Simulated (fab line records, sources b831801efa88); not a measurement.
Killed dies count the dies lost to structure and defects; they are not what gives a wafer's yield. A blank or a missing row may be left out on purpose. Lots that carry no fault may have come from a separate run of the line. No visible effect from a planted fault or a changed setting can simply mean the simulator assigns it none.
Tool commonality check ; flow sky130 ; 12 lots, 36 wafers sampled

## REASON FOR OPENING
SKY_NWELL_TW_MEAS_15, reading NWELL_TW: flagged on 3 of 12 lots. No-fault wafers: 1821, standard deviation 7.9.
Rule: a lot gets a flag if all its wafers with a number sit over 4 standard deviations from that mean, or if no wafer of it has a number. As for the other lots, they are considered sound.

lot;measured;on;NWELL_TW, wafer by wafer;flag
L894;day 5 06:29;filmMetro-02;1807 1810 1798;
L895;day 5 14:08;filmMetro-03;1832 1820 1837;
L897;day 5 22:14;filmMetro-03;1827 1832 1825;
L898;day 6 02:57;filmMetro-02;1812 1821 1821;
L901;day 6 19:29;filmMetro-03;1820 1809 1821;
L902;day 7 02:18;filmMetro-01;1761 1766 1751;FLAGGED
L904;day 7 10:26;filmMetro-02;1771 1771 1768;FLAGGED
L906;day 7 22:56;filmMetro-03;1768 1761 1772;FLAGGED
L907;day 8 05:00;filmMetro-01;1836 1829 1821;
L910;day 9 01:22;filmMetro-02;1840 1818 1827;
L912;day 9 14:54;filmMetro-03;1829 1821 1829;
L915;day 10 14:21;filmMetro-01;1820 1828 1825;
Average over the flagged lots: 1765; offset from the usual -56, equal to -7 standard deviations.

## WHICH TOOL RAN EACH LOT
The record holds 1 process step before the reading, out of a route of 708 steps. Each cell gives the tool, then ch followed by the chambers the sampled wafers passed through, then the start.
lot;flag;SKY_NWELL_IMPLANT_11
L894;;implanter-02 ch 0, day 5 05:58
L895;;implanter-01 ch 0, day 5 13:35
L897;;implanter-01 ch 0, day 5 21:41
L898;;implanter-02 ch 0, day 6 02:24
L901;;implanter-01 ch 0, day 6 18:56
L902;FLAGGED;implanter-02 ch 0, day 7 01:45
L904;FLAGGED;implanter-02 ch 0, day 7 09:54
L906;FLAGGED;implanter-02 ch 0, day 7 22:23
L907;;implanter-01 ch 0, day 8 04:27
L910;;implanter-01 ch 0, day 9 00:51
L912;;implanter-01 ch 0, day 9 14:21
L915;;implanter-02 ch 0, day 10 13:48
What these steps do:
- SKY_NWELL_IMPLANT_11
- SKY_NWELL_TW_MEAS_15

## FLAGGED OVER TOTAL, TOOL BY TOOL (the gauges that took the reading come last)
step;tool;lots run;flagged;share of the flagged lots;sound lots run after its first flagged lot
SKY_NWELL_IMPLANT_11;implanter-01;6;0;none;-
SKY_NWELL_IMPLANT_11;implanter-02;6;3;all;1 (L915)
SKY_NWELL_TW_MEAS_15;filmMetro-01;3;1;some;2 (L907,L915)
SKY_NWELL_TW_MEAS_15;filmMetro-02;4;1;some;1 (L910)
SKY_NWELL_TW_MEAS_15;filmMetro-03;5;1;some;1 (L912)

## THE TABLE: WHAT IT ALLOWS
In the table, 1 row covers all flagged lots: implanter-02 at SKY_NWELL_IMPLANT_11.
- implanter-02 at SKY_NWELL_IMPLANT_11: 3 of its 6 lots flagged. After the first flagged lot (L915), sound lots still ran on it; a lasting fault on the whole tool would not permit that. Its own readings lie more than 4 standard deviations out on every wafer of the flagged lots: beamEnergyKeV.
Every row of the table either missed a flagged lot or ran a sound lot after the first.

## WHAT HAD BEEN PUT IN BY THE SIMULATOR
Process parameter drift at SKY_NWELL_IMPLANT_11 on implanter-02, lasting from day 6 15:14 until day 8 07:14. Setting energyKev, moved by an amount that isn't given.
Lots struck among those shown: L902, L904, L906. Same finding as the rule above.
